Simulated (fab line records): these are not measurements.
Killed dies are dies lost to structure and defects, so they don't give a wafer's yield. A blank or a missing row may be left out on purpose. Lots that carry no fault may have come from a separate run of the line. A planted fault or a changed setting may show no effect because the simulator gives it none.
The same fault as seen by 2 desks || flow gf180mcu || only its own numbers are on each desk; what lay behind them is given at the end

== METROLOGY DESK ==
Means of the sampled wafers that have a number, per lot and without regard to the tool the lot ran on: this is what the gauges read. Any lot whose mean is over 4 standard deviations away from the usual mean is out of limits and marked OUT; that distance is given in the brackets.
Columns: A = V2_W_RS at GF_V2_RS_MEAS_24, usual 0.327 ohm/sq; B = V2_W_THK at GF_V2_THK_MEAS_25, usual 360 nm
{"lot": "L399", "first seen here": "day 21 23:36", "A": 0.327, "B": 357}
{"lot": "L400", "first seen here": "day 22 14:39", "A": 0.328, "B": 356}
{"lot": "L402", "first seen here": "day 23 09:02", "A": 0.327, "B": 370}
{"lot": "L406", "first seen here": "day 24 15:20", "A": "0.194 (-30) OUT", "B": "-"}
{"lot": "L408", "first seen here": "day 25 04:39", "A": "0.194 (-30) OUT", "B": "-"}
{"lot": "L410", "first seen here": "day 25 15:25", "A": 0.325, "B": 364}
{"lot": "L411", "first seen here": "day 25 20:32", "A": 0.329, "B": 356}
{"lot": "L413", "first seen here": "day 26 12:48", "A": 0.332, "B": 351}
{"lot": "L418", "first seen here": "day 27 20:36", "A": 0.325, "B": 357}
{"lot": "L420", "first seen here": "day 28 14:02", "A": 0.327, "B": 359}
This desk reports L406, L408 out of limits; the earliest was L406 at day 24 15:20 (V2_W_RS at GF_V2_RS_MEAS_24). L399, L400, L402, L410, L411, L413, L418, L420: within limits.

== AT THE TOOL OWNER'S DESK: cvd_w-01 ==
The tool's own readings at GF_V2_CVD_23 (deposits W, target thk 350 nm, time 104.94 s): means of the sampled wafers that have a number, for each lot that ran on this tool. Any lot whose mean is over 4 standard deviations away from the usual mean is out of limits and marked OUT; that distance is given in the brackets.
Columns: A = heater_power_outer_w at GF_V2_CVD_23, usual 540 W; B = heater_power_w at GF_V2_CVD_23, usual 879 W; C = susceptor_temp_C at GF_V2_CVD_23, usual 400.00 C
{"lot": "L400", "first seen here": "day 22 14:32", "A": 517, "B": 875, "C": 400.05}
{"lot": "L402", "first seen here": "day 23 08:55", "A": 528, "B": 891, "C": 399.77}
{"lot": "L406", "first seen here": "day 24 15:13", "A": "732 (+4.9) OUT", "B": "1201 (+14) OUT", "C": "456.90 (+99 or more) OUT"}
{"lot": "L408", "first seen here": "day 25 04:31", "A": "752 (+5.4) OUT", "B": "1213 (+15) OUT", "C": "456.99 (+99 or more) OUT"}
{"lot": "L418", "first seen here": "day 27 20:29", "A": 515, "B": 870, "C": 400.01}
This desk's verdict: out of limits on L406, L408, starting with L406 at day 24 15:13 (heater_power_outer_w at GF_V2_CVD_23). L400, L402, L418: within limits.

== PUT TOGETHER ==
At day 24 15:13, on L406, L408, the tool owner's desk was in a position to raise an alarm.
At day 24 15:20 the metrology desk could have sounded an alarm, on L406, L408.
Of the lots named, all ran GF_V2_CVD_23 on cvd_w-01.

== WHAT THE SIMULATOR HAD PUT IN ==
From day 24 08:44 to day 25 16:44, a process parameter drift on cvd_w-01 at GF_V2_CVD_23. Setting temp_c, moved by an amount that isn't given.
Shown lots that were struck: L406, L408.
Time in hours from fault onset to the first out-of-limits reading at each desk: tool owner's desk 6, metrology desk 7.
